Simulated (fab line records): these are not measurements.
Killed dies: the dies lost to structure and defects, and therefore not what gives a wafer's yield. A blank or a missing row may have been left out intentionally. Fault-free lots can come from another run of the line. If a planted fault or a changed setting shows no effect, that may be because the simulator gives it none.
Tool commonality check -- flow gf180mcu -- Lots sampled 13, wafers sampled 39

## WHAT PROMPTED THE OPENING
Of 13 lots, 1 have the reading LVPWELL_TW flagged at GF_LVPWELL_TW_MEAS_11. Wafers without a fault read 558, standard deviation 3.2.
Rule: a lot is flagged when every wafer of it that has a number lies more than 4 standard deviations from that mean, or none has a number. The other lots count as sound.

lot,measured,on,"LVPWELL_TW, wafer by wafer",flag
L662,day 3 21:07,filmMetro-02,559 557 561,
L663,day 4 02:25,filmMetro-01,553 553 555,
L665,day 4 12:45,filmMetro-02,558 555 552,
L667,day 5 01:55,filmMetro-02,556 558 560,
L668,day 5 04:25,filmMetro-01,561 561 562,
L669,day 5 12:34,filmMetro-02,30 30 30,FLAGGED
L677,day 7 09:39,filmMetro-02,558 559 560,
L678,day 7 16:54,filmMetro-02,558 558 560,
L681,day 8 08:28,filmMetro-01,554 553 552,
L682,day 8 13:37,filmMetro-01,556 553 556,
L683,day 8 20:53,filmMetro-01,555 553 554,
L684,day 9 00:40,filmMetro-04,563 562 558,
L685,day 9 11:11,filmMetro-01,560 562 559,
The numbers of the flagged lots are 30 on average: -528 against the usual, or -99 or more standard deviations.

## EACH LOT AND THE TOOL IT RAN ON
The record holds 2 process steps before the reading, out of a route of 602 steps. Read each cell as the tool, then ch plus the chambers that the sampled wafers visited, then the start.
lot,flag,GF_LVPWELL_EXPOSE_04,GF_LVPWELL_STRIP_10
L662,,"ilineStepper-01 ch 0, day 3 14:27","plasmaAsher-04 ch 0,1, day 3 21:01"
L663,,"ilineStepper-01 ch 0, day 3 19:38","plasmaAsher-03 ch 0,1, day 4 02:19"
L665,,"ilineStepper-01 ch 0, day 4 05:50","plasmaAsher-04 ch 0, day 4 12:39"
L667,,"ilineStepper-01 ch 0, day 4 18:08","plasmaAsher-04 ch 0,1, day 5 01:48"
L668,,"ilineStepper-01 ch 0, day 4 21:31","plasmaAsher-03 ch 0,1, day 5 04:19"
L669,FLAGGED,"ilineStepper-01 ch 0, day 5 04:58","plasmaAsher-02 ch 0,1, day 5 12:28"
L677,,"ilineStepper-02 ch 0, day 7 02:08","plasmaAsher-03 ch 1, day 7 09:32"
L678,,"ilineStepper-01 ch 0, day 7 08:58","plasmaAsher-02 ch 1, day 7 16:48"
L681,,"ilineStepper-01 ch 0, day 7 23:59","plasmaAsher-03 ch 0,1, day 8 08:21"
L682,,"ilineStepper-01 ch 0, day 8 05:23","plasmaAsher-03 ch 0,1, day 8 13:30"
L683,,"ilineStepper-01 ch 0, day 8 12:31","plasmaAsher-03 ch 0,1, day 8 20:47"
L684,,"ilineStepper-02 ch 0, day 8 15:54","plasmaAsher-03 ch 0,1, day 9 00:33"
L685,,"ilineStepper-01 ch 0, day 9 02:59","plasmaAsher-02 ch 0,1, day 9 11:05"
What the steps here do:
- GF_LVPWELL_EXPOSE_04: exposes mask LVPWELL, target cd 600 nm.
- GF_LVPWELL_STRIP_10: strips in O2/N2.
- GF_LVPWELL_TW_MEAS_11

## FLAGGED OVER TOTAL, TOOL BY TOOL (the gauges that took the reading come last)
step,tool,lots run,flagged,share of the flagged lots,sound lots run after its first flagged lot
GF_LVPWELL_EXPOSE_04,ilineStepper-01,11,1,all,"5 (L678,L681,L682,L683,L685)"
GF_LVPWELL_EXPOSE_04,ilineStepper-02,2,0,none,-
GF_LVPWELL_STRIP_10,plasmaAsher-02,3,1,all,"2 (L678,L685)"
GF_LVPWELL_STRIP_10,plasmaAsher-03,7,0,none,-
GF_LVPWELL_STRIP_10,plasmaAsher-04,3,0,none,-
GF_LVPWELL_TW_MEAS_11,filmMetro-01,6,0,none,-
GF_LVPWELL_TW_MEAS_11,filmMetro-02,6,1,all,"2 (L677,L678)"
GF_LVPWELL_TW_MEAS_11,filmMetro-04,1,0,none,-

## WHAT IS ALLOWED BY THE TABLE
In the table, 3 rows ran each flagged lot (ilineStepper-01 at GF_LVPWELL_EXPOSE_04; plasmaAsher-02 at GF_LVPWELL_STRIP_10; filmMetro-02 at GF_LVPWELL_TW_MEAS_11).
- ilineStepper-01 at GF_LVPWELL_EXPOSE_04 ran 11 lots, 1 of them flagged. After the first flagged lot (L678, L681, L682, L683, L685), sound lots still ran on it; a lasting fault on the whole tool would not permit that.
- plasmaAsher-02 at GF_LVPWELL_STRIP_10 ran 3 lots, 1 of them flagged. After the first flagged lot (L678, L685), sound lots still ran on it; a lasting fault on the whole tool would not permit that.
- filmMetro-02 at GF_LVPWELL_TW_MEAS_11 ran 6 lots, 1 of them flagged. After the first flagged lot (L677, L678), sound lots still ran on it; a lasting fault on the whole tool would not permit that.
None of the table's rows ran every flagged lot and, after the first, no sound lot.

## WHAT HAD BEEN PUT IN BY THE SIMULATOR
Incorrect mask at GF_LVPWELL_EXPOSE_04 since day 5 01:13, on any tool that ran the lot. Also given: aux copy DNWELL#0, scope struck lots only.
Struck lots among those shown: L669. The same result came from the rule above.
